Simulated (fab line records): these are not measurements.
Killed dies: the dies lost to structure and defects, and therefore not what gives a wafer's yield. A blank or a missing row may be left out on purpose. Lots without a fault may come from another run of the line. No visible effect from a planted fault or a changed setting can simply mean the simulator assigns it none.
The tool behind it: which one? ; flow gf180mcu ; 39 wafers from 13 lots sampled at 4 of the route's 602 steps

== WHAT THE GAUGES READ, wafer by wafer ==
GF_PASSIVATION_THK_MEAS_01. Usual: for PASSIVATION_CVD_00_THK the level is 1001 nm and the standard deviation is 12.
lot;measured;on;PASSIVATION_CVD_00_THK (nm);flag
L709;day 28 02:10;film_metro-03;1011 1003 1013;
L710;day 28 12:28;film_metro-04;996 996 999;
L711;day 28 17:49;film_metro-04;1005 1023 1003;
L712;day 29 11:22;film_metro-03;983 997 995;
L713;day 29 11:40;film_metro-04;995 1012 1009;
L715;day 30 01:43;film_metro-02;984 989 990;
L719;day 31 06:10;film_metro-04;998 986 1015;
L720;day 31 11:34;film_metro-03;1002 1010 1009;
L726;day 32 23:55;film_metro-03;978 989 1005;
L728;day 33 09:10;film_metro-03;984 1005 1021;
L730;day 33 21:38;film_metro-02;989 1005 1015;
L731;day 34 03:26;film_metro-04;1014 1001 995;
L732;day 34 07:21;film_metro-02;995 999 991;

== TOOL THAT RAN EACH LOT (tool first, then ch and the chambers of the sampled wafers, then the start) ==
lot;GF_VT_IMPLANT_CLEAN_44;GF_V4_CMP_26;GF_MIM_SPUTTER_08
L709;wet_bench-03 ch 1, day 7 12:17;cmp-02 ch 1,2,3, day 24 09:28;pvd_sputter-01, day 24 09:59
L710;wet_bench-04 ch 3, day 7 19:16;cmp-01 ch 1,2,3, day 24 20:07;pvd_sputter-03, day 24 20:46
L711;wet_bench-04 ch 0, day 8 02:35;cmp-01 ch 0,1,2, day 25 01:53;pvd_sputter-04, day 25 02:33
L712;wet_bench-03 ch 2, day 8 10:25;cmp-02 ch 0,1, day 25 15:55;pvd_sputter-03, day 25 16:35
L713;wet_bench-01 ch 0, day 8 15:40;cmp-01 ch 0,1,2, day 25 22:58;pvd_sputter-03, day 25 23:32
L715;wet_bench-01 ch 0, day 9 04:47;cmp-01 ch 0,1,2, day 26 13:05;pvd_sputter-04, day 26 13:44
L719;wet_bench-01 ch 0, day 10 08:24;cmp-01 ch 0,1,2, day 27 21:01;pvd_sputter-04, day 27 21:40
L720;wet_bench-01 ch 2, day 10 17:37;cmp-01 ch 2,3, day 28 03:42;pvd_sputter-04, day 28 04:24
L726;wet_bench-03 ch 0, day 12 07:27;cmp-02 ch 0,1,2, day 29 21:07;pvd_sputter-01, day 29 21:46
L728;wet_bench-03 ch 3, day 12 21:40;cmp-02 ch 0,3, day 30 09:17;pvd_sputter-04, day 30 09:56
L730;wet_bench-04 ch 2, day 13 11:58;cmp-02 ch 0,3, day 30 23:43;pvd_sputter-04, day 31 00:19
L731;wet_bench-03 ch 3, day 13 19:50;cmp-01 ch 0,2,3, day 31 05:42;pvd_sputter-03, day 31 06:16
L732;wet_bench-04 ch 2, day 14 00:39;cmp-01 ch 1,3, day 31 08:53;pvd_sputter-03, day 31 09:34
- GF_VT_IMPLANT_CLEAN_44: cleans in SC1/SC2, time 150 s.
- GF_V4_CMP_26: polishes, stops on SiO2, t overpolish 15 s, target thk 0 nm.
- GF_MIM_SPUTTER_08: material AlCu, target thk 200 nm, time 10.6 s.

== WHAT THE TOOLS THEMSELVES READ (means of the sampled wafers that have a number; where no wafer has one, the mark that the record gives instead) ==
GF_V4_CMP_26. Usual: motor_current_A 11.1 A, standard deviation 1; overpolish_run_s 14.999 s, standard deviation 0.0092; retaining_ring_pressure_frac 1.000, standard deviation 0.0052; time_to_endpoint_s 85.7 s, standard deviation 2.6.
lot;tool;motor_current_A (A);overpolish_run_s (s);retaining_ring_pressure_frac;time_to_endpoint_s (s);flag
L709;cmp-02;11.7;14.998;1.003;88.0;
L710;cmp-01;11.2;15.005;1.000;86.5;
L711;cmp-01;11.4;14.995;1.005;84.4;
L712;cmp-02;10.9;15.001;0.999;85.7;
L713;cmp-01;11.5;15.007;0.998;82.2;
L715;cmp-01;11.3;14.997;1.002;81.5;
L719;cmp-01;11.3;15.000;0.995;86.5;
L720;cmp-01;11.7;14.996;0.999;85.0;
L726;cmp-02;11.3;15.006;0.999;86.2;
L728;cmp-02;10.5;15.003;0.997;88.2;
L730;cmp-02;10.5;15.002;0.998;88.2;
L731;cmp-01;10.9;14.994;1.004;88.5;
L732;cmp-01;10.0;15.001;1.002;87.8;

GF_MIM_SPUTTER_08. Usual: 30.0 % for throttle_valve_pct, sd 0.72.
lot;tool;throttle_valve_pct (%);flag
L709;pvd_sputter-01;28.9;
L710;pvd_sputter-03;29.6;
L711;pvd_sputter-04;30.6;
L712;pvd_sputter-03;29.6;
L713;pvd_sputter-03;29.7;
L715;pvd_sputter-04;30.0;
L719;pvd_sputter-04;30.4;
L720;pvd_sputter-04;30.4;
L726;pvd_sputter-01;29.6;
L728;pvd_sputter-04;30.3;
L730;pvd_sputter-04;30.4;
L731;pvd_sputter-03;29.5;
L732;pvd_sputter-03;29.6;

== THE ANSWER, worked out from the rows above alone ==
Rule: take the mean of a lot's wafers that have a number; if it is more than 3 standard deviations from the usual mean, the lot is off. A lot without any number at a reading at which 4 lots or more have one is off too. Where the step has rows for the other lots, those lots are counted as sound. Order of review: gauges by route order, followed by the tools' own readings, for which a lot's mean as printed above is used. At the first step where some lot is off, the reading lying furthest off is the one used; lots without a number count as furthest.
Across all readings shown, no lot is off: no conclusion can be drawn from this.

== WHAT THE SIMULATOR PUT IN ==
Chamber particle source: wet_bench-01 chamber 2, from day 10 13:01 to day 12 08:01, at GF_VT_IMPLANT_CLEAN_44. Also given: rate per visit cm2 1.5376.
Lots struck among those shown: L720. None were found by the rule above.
